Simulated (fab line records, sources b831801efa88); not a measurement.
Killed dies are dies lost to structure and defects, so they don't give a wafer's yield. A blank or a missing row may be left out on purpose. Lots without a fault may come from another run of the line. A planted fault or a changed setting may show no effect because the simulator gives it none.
Chamber matching | flow gf180mcu | GF_V2_CMP_26 on cmp-02: 4 sister chambers
The step polishes, stops on SiO2, t overpolish 15 s, target thk 0 nm. 4 wafers are shown with their chamber, then 7 later ones without.

WAFERS WITH THEIR CHAMBER
wafer  | chamber | motor_current_A (A)
L648.1 | 1       | 10.3
L649.5 | 0       | 12.8
L650.1 | 3       | 10.0
L650.4 | 2       | 10.9

WAFERS WITHOUT THEIR CHAMBER
wafer  | motor_current_A (A)
L650.6 | 9.9
L659.1 | 12.9
L659.2 | 10.4
L659.3 | 11.8
L660.2 | 12.2
L660.3 | 11.4
L660.4 | 10.3

WHICH CHAMBER EACH WENT THROUGH
wafer  | from the rows above               | in truth
L650.6 | can't be placed: 3 or 1 or 2      | 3
L659.1 | 0                                 | 0
L659.2 | can't be placed: 1 or 3 or 2      | 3
L659.3 | can't be placed: 2 or 0 or 1 or 3 | 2
L660.2 | can't be placed: 0 or 2           | 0
L660.3 | can't be placed: 2 or 1 or 0 or 3 | 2
L660.4 | can't be placed: 1 or 3 or 2      | 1
Placed correctly: 1 of 7. Can't be placed from these rows: 6 (the true chamber is among the candidates in 6). Placed wrongly: 0.
How it was worked out, from the rows above alone: a wafer's distance from a chamber is the root of the sum, over the readings, of the square of ((its reading less the chamber's mean) divided by the reading's scatter). The wafer belongs to the nearest chamber; if the next one is less than 2 further off, it can't be placed. A chamber's mean is the mean of its shown wafers. The scatter: with one shown wafer a chamber, the root of the mean of the squares of how far each hidden wafer lies from its nearest shown one.
